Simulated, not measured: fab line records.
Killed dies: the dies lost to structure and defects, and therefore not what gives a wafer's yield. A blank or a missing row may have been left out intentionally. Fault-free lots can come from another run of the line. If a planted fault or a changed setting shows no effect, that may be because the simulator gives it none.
One fault through the eyes of 2 desks || flow sky130 || each desk has only its own numbers; what lay behind them comes last

## METROLOGY DESK
What the gauges read, lot by lot, whatever tool the lot ran on: means of the sampled wafers that have a number. Any lot whose mean is over 4 standard deviations away from the usual mean is out of limits and marked OUT; that distance is given in the brackets.
Columns: A = VT_ADJUST_NCORE_OVL at SKY_VT_ADJUST_NCORE_OVL_MEAS_08, usual -1.3 nm; B = cdNm at SKY_SONOS_TUNNEL_CD_MEAS_07, usual 410.2 nm; C = SONOS_TUNNEL_TW at SKY_SONOS_TUNNEL_TW_MEAS_12, usual 197.8; D = SONOS_ONO_CVD_04_THK at SKY_SONOS_ONO_THK_MEAS_05, usual 5.76 nm
{"lot": "L733", "first seen here": "day 8 16:37", "A": -0.3, "B": 410.9, "C": 198.8, "D": 5.83}
{"lot": "L734", "first seen here": "day 9 03:53", "A": -1.3, "B": 410.6, "C": 199.6, "D": 5.85}
{"lot": "L735", "first seen here": "day 9 08:07", "A": -0.6, "B": 409.0, "C": 196.0, "D": 5.91}
{"lot": "L736", "first seen here": "day 9 17:31", "A": -0.5, "B": 410.9, "C": 199.9, "D": 5.78}
{"lot": "L737", "first seen here": "day 9 22:52", "A": 0.1, "B": 407.8, "C": 199.7, "D": 5.77}
{"lot": "L738", "first seen here": "day 10 04:50", "A": -0.4, "B": 411.7, "C": 195.8, "D": 5.72}
{"lot": "L744", "first seen here": "day 12 00:55", "A": -0.3, "B": 410.2, "C": 196.7, "D": 5.73}
{"lot": "L746", "first seen here": "day 12 14:28", "A": -0.4, "B": 417.7, "C": 196.7, "D": 5.84}
{"lot": "L747", "first seen here": "day 12 22:49", "A": -0.8, "B": 416.4, "C": 198.3, "D": 5.76}
{"lot": "L748", "first seen here": "day 13 07:19", "A": -4.4, "B": 415.2, "C": 196.2, "D": 5.76}
{"lot": "L751", "first seen here": "day 14 11:34", "A": -1.7, "B": 410.6, "C": 198.7, "D": 5.86}
{"lot": "L754", "first seen here": "day 15 03:28", "A": -3.4, "B": 407.6, "C": 196.6, "D": 5.71}
{"lot": "L755", "first seen here": "day 15 14:07", "A": -2.5, "B": 412.6, "C": 196.8, "D": 5.84}
This desk's verdict: no lot among the 13 shows anything out of limits.

## THE TOOL OWNER'S DESK: lithoTrack-02
The tool's own readings at SKY_SONOS_TUNNEL_DEVELOP_06 (develop time 60 s): means of the sampled wafers that have a number, for each lot that ran on this tool. Any lot whose mean is over 4 standard deviations away from the usual mean is out of limits and marked OUT; that distance is given in the brackets.
Columns: A = chillPlateTempC at SKY_SONOS_TUNNEL_DEVELOP_06, usual 23.02 C; B = developerTempC at SKY_SONOS_TUNNEL_DEVELOP_06, usual 23.01 C
{"lot": "L733", "first seen here": "day 11 11:44", "A": 23.04, "B": 22.98}
{"lot": "L744", "first seen here": "day 15 06:50", "A": 22.90, "B": 22.93}
{"lot": "L746", "first seen here": "day 15 20:04", "A": 22.98, "B": "20.73 (-24) OUT"}
{"lot": "L747", "first seen here": "day 16 05:14", "A": 23.03, "B": "20.74 (-24) OUT"}
{"lot": "L748", "first seen here": "day 16 15:26", "A": 23.16, "B": "20.69 (-24) OUT"}
{"lot": "L755", "first seen here": "day 19 05:35", "A": 22.90, "B": 23.02}
Finding of this desk: L746, L747, L748 out of limits; the first was L746 at day 15 20:04, on developerTempC at SKY_SONOS_TUNNEL_DEVELOP_06. In limits: L733, L744, L755.

## PUT TOGETHER
The tool owner's desk had the chance to raise an alarm at day 15 20:04 on L746, L747, L748.
Nothing out of limits was seen by the metrology desk.
The metrology desk holds a record of L746, L747, L748, inside its limits.
The lots listed all ran SKY_SONOS_TUNNEL_DEVELOP_06 on lithoTrack-02.

## WHAT THE SIMULATOR PUT IN
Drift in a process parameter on lithoTrack-02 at SKY_SONOS_TUNNEL_DEVELOP_06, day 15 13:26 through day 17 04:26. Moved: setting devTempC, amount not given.
Struck lots among those shown: L746, L747, L748.
Delay in hours, fault start to first out-of-limits reading, by desk: the tool owner's desk at 7.
